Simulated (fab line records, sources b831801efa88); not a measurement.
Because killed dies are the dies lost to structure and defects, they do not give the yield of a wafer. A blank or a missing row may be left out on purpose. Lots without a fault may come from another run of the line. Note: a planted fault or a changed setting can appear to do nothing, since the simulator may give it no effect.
Check for tools in common | flow gf180mcu | 14 lots and 42 wafers in the sample

== THE REASON FOR OPENING IT ==
Of 14 lots, 3 have the reading MVPSD_RS flagged at GF_VT_IMPLANT_RS_MEAS_49. Wafers without a fault read 1168 ohm/sq, standard deviation 3.5.
Rule: a lot is flagged in two cases, either no wafer of it has a number, or all its wafers with numbers fall more than 4 standard deviations from that mean. As for the other lots, they are considered sound.

lot  | measured     | on            | MVPSD_RS (ohm/sq), wafer by wafer | flag
L781 | day 7 20:31  | film metro-03 | 1168 1165 1166                    |
L783 | day 8 05:53  | film metro-01 | 1169 1167 1168                    |
L785 | day 8 20:54  | film metro-01 | 1170 1166 1169                    |
L786 | day 9 05:22  | film metro-04 | 1169 1168 1169                    |
L787 | day 9 16:22  | film metro-03 | 1167 1167 1170                    |
L788 | day 9 17:52  | film metro-01 | 1177 1175 1175                    |
L790 | day 10 12:07 | film metro-01 | 1172 1174 1173                    |
L791 | day 10 19:41 | film metro-01 | 1172 1173 1172                    |
L793 | day 11 06:55 | film metro-03 | 1165 1166 1161                    |
L799 | day 12 21:49 | film metro-01 | 1202 1202 1203                    | FLAGGED
L800 | day 13 03:52 | film metro-01 | 1170 1169 1170                    |
L801 | day 13 16:03 | film metro-03 | 1166 1164 1165                    |
L802 | day 13 23:27 | film metro-04 | 1191 1192 1196                    | FLAGGED
L803 | day 14 02:08 | film metro-03 | 1192 1191 1195                    | FLAGGED
On average the flagged lots' numbers are 1196 ohm/sq, which is +28 ohm/sq against the usual, or +8 standard deviations.

== WHICH TOOL RAN EACH LOT ==
The record holds 1 process step before the reading, out of a route of 602 steps. Cell contents, in order: the tool; ch with the chambers the sampled wafers went through; the start.
lot  | flag    | GF_MVPSD_IMPLANT_08
L781 |         | implanter-01 ch 0, day 5 06:20
L783 |         | implanter-03 ch 0, day 5 15:53
L785 |         | implanter-01 ch 0, day 6 05:18
L786 |         | implanter-03 ch 0, day 6 12:00
L787 |         | implanter-01 ch 0, day 6 23:00
L788 |         | implanter-03 ch 0, day 7 00:14
L790 |         | implanter-02 ch 0, day 7 16:27
L791 |         | implanter-01 ch 0, day 7 22:40
L793 |         | implanter-03 ch 0, day 8 08:33
L799 | FLAGGED | implanter-03 ch 0, day 9 17:23
L800 |         | implanter-02 ch 0, day 9 23:50
L801 |         | implanter-02 ch 0, day 10 09:13
L802 | FLAGGED | implanter-03 ch 0, day 10 16:15
L803 | FLAGGED | implanter-03 ch 0, day 10 18:35
What is done by these steps:
- GF_MVPSD_IMPLANT_08
- GF_VT_IMPLANT_RS_MEAS_49: measures by four-point-probe.

== FLAGGED AGAINST TOTAL, ONE TOOL AT A TIME (gauges that did the reading follow at the end) ==
step                     | tool          | lots run | flagged | share of the flagged lots | sound lots run after its first flagged lot
GF_MVPSD_IMPLANT_08      | implanter-01  | 4        | 0       | none                      | -
GF_MVPSD_IMPLANT_08      | implanter-02  | 3        | 0       | none                      | -
GF_MVPSD_IMPLANT_08      | implanter-03  | 7        | 3       | all                       | 0
GF_VT_IMPLANT_RS_MEAS_49 | film metro-01 | 7        | 1       | some                      | 1 (L800)
GF_VT_IMPLANT_RS_MEAS_49 | film metro-03 | 5        | 1       | some                      | 0
GF_VT_IMPLANT_RS_MEAS_49 | film metro-04 | 2        | 1       | some                      | 0

== WHAT THE TABLE ALLOWS ==
In the table, 1 row covers all flagged lots: implanter-03 at GF_MVPSD_IMPLANT_08.
- implanter-03 at GF_MVPSD_IMPLANT_08: 3 of its 7 lots flagged. Its last sound lot is L793 (day 8 08:33), its first flagged lot L799 (day 9 17:23): a fault that began between those two fits. Its own readings (beam energy keV) fall more than 4 standard deviations out on all wafers of the flagged lots.
Just one tool remains: implanter-03 at GF_MVPSD_IMPLANT_08.

== WHAT THE SIMULATOR PUT IN ==
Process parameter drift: implanter-03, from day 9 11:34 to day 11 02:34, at GF_MVPSD_IMPLANT_08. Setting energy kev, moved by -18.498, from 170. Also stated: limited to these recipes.
Lots struck among those shown: L799, L802, L803. This agrees with what the rule above found.
